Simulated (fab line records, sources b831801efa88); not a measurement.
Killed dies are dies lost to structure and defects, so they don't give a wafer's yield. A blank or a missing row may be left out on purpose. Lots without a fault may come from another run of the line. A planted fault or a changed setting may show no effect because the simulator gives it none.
A struck lot beside a sound one | flow sky130 | 16 steps out of a route of 708
Sound: wafers L759.3, L759.5, L759.6. Struck: wafers L753.2, L753.5, L753.6. The cause comes at the end.
At each step with rows: each side's tool, then ch and its chambers, then its first start. Under that, the readings that differ: sound wafers | struck wafers | difference of the means | sigmas: that difference in standard deviations of wafers without a fault.
alike: readings whose means differ by less than 2 such deviations, and words and numbers that are the same on both sides. not compared: withheld readings, readings that some wafer has no value for, bounds like >300 that may hide the same value, and numbers for which the record gives no deviation and whose values overlap.
The two part at a step that has a row with sigmas, a row that says differs or no value, or rows on one side only. Numbers that don't overlap but have no deviation are shown without sigmas and don't part them. A reading that every wafer of one side lacks parts them only if that side has two wafers or more.

first, 8 steps without rows for these wafers: SKY_POLY_GATE_DEHYDRATE_05 (time 60 s); SKY_POLY_GATE_HMDS_06 (prime time 60 s); SKY_POLY_GATE_COAT_07 (resist thk 110 nm); SKY_POLY_GATE_COAT_08 (resist thk 450 nm); SKY_POLY_GATE_SOFTBAKE_09 (time 90 s); SKY_POLY_GATE_EXPOSE_10 (exposes mask P1M, target cd 150 nm); SKY_POLY_GATE_PEB_11; SKY_POLY_GATE_DEVELOP_12 (develop time 60 s).
SKY_POLY_GATE_CD_MEAS_13: target cd 150 nm.
  sound on cd_sem-02, day 23 05:51; struck on cd_sem-01, day 21 11:13
  alike: cd_nm
SKY_POLY_GATE_OVL_MEAS_14:
  sound on overlay-01, day 23 05:56; struck on overlay-02, day 21 11:19
  alike: POLY_GATE_OVL
SKY_POLY_GATE_ETCH_15: etches BARC in N2/H2, stops on SiO2, time 118.5 s, target depth 110 nm.
  sound on rie_diel-02 ch 0,1,3, day 23 05:58; struck on rie_diel-02 ch 0,3, day 21 11:21
  alike: bias_w, chamber_pressure_mTorr, drypump_motor_current_A, oes_product_au, throttle_valve_pct
  not compared: rf_hours_counter_h
SKY_POLY_GATE_ETCH_16: etches Si3N4 in CH3F/O2, stops on poly-Si, time 147.5 s, target depth 75 nm.
  sound on rie_diel-02 ch 0,1,3, day 23 06:03; struck on rie_diel-02 ch 0,3, day 21 11:26
  alike: O2_flow_sccm, bias_w, drypump_motor_current_A, oes_product_au, throttle_valve_pct
  not compared: rf_hours_counter_h
SKY_POLY_GATE_ETCH_17: etches poly-Si in HBr/Cl2, stops on SiO2, target depth 180 nm, time 70.5 s.
  sound on rie_si-02 ch 1,2, day 23 06:09; struck on rie_si-01 ch 1,2, day 21 11:32
  no value came back on the struck wafers for any of 7 readings (HBr_flow_sccm (sccm), bias_w (W) and others); on the sound wafers HBr_flow_sccm (sccm) reads 150.2 150.1 149.6
  reading                                          | sound           | struck          | difference | sigmas
  model.KrF-thick_of_POLY_GATE_COAT_08.thk_nm (nm) | 141.2 136 138.7 | 228.5 236 228.7 | +92.4      |
  not compared: rf_hours_counter_h
SKY_POLY_GATE_STRIP_18: strips in O2/N2.
  sound on plasma_asher-03 ch 0,1, day 23 06:14; struck on plasma_asher-03 ch 0,1, day 21 11:35
  reading                      | sound             | struck            | difference | sigmas
  oes_product_au (a.u.)        | 0.361 0.361 0.365 | 0.402 0.403 0.397 | +0.038     | +10
  strip_time_to_endpoint_s (s) | 3.17 3.11 3.14    | 4.13 4.19 4.14    | +1.01      | +26
  alike: drypump_motor_current_A
  not compared: rf_hours_counter_h
then, 1 step without rows for these wafers: SKY_POLY_GATE_CLEAN_19 (cleans in SC1/SC2, time 150 s).
-- the record jumps here: 28 days lie between the struck wafers' starts before and after (it left off in module POLY_GATE and takes up again in module PAD_OPEN, whose first step shown is number 708 of the route) --
SKY_PAD_OPEN_PROBE_99:
  sound on prober-01, day 50 08:35; struck on prober-02, day 49 07:43
  reading             | sound     | struck      | difference | sigmas
  killed_at_front_end | 17 13 15  | 423 419 423 | +407       | +99 or more
  killed_dies         | 102 86 78 | 492 492 492 | +403       | +46
  killed_on_rim       | 20 15 15  | 96 96 96    | +79        | +20
  alike: killed_at_M0_to_M3, killed_at_M4_up, killed_at_contacts, killed_at_other, killed_open, killed_short

WHERE THEY PART
First at SKY_POLY_GATE_ETCH_17; last, within this record, at SKY_PAD_OPEN_PROBE_99.

WHY: what the simulator had put in
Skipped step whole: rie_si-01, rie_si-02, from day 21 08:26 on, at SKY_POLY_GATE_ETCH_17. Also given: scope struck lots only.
